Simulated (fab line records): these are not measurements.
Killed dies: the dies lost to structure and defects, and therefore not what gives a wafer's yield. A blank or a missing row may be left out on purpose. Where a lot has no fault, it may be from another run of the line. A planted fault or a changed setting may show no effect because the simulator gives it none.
The tool behind it: which one? | flow gf180mcu | 18 wafers sampled from 6 lots at 1 step of a route of 602

WHAT EACH GAUGE READ, for each wafer
GF_STI_THK_MEAS_24.
lot  | measured    | on            | STI_CVD_23_THK (nm)
L729 | day 2 14:16 | film metro-01 | 645 637 643
L732 | day 3 06:31 | film metro-01 | 648 656 651
L734 | day 3 14:57 | film metro-01 | 663 657 653
L741 | day 5 08:41 | film metro-03 | 636 645 650
L744 | day 5 20:56 | film metro-01 | 662 657 656
L747 | day 6 13:08 | film metro-03 | 649 656 657

EACH LOT AND THE TOOL THAT RAN IT (in order: tool; ch and the chambers of the sampled wafers; start)
The record shows no process step preceding these readings.

THE ANSWER, worked out from the rows above alone
Rule: the lots themselves supply what counts as usual. The widest of any qualifying gaps counts: lots, ordered by their means at a reading, are off when they make up no more than a third of the lots, leave a main group of 4 or more, and stand apart from it by 3 or more times the standard deviation of that group's means. If all means in a main group match to the digits the tables above print for the reading, that group is not used. Also off: a lot with no number at a reading for which 4 or more lots have one. Any other lot the step has rows for is counted as sound.
No lot is off at any reading shown: from this, nothing can be told.

WHAT HAD BEEN PUT IN BY THE SIMULATOR
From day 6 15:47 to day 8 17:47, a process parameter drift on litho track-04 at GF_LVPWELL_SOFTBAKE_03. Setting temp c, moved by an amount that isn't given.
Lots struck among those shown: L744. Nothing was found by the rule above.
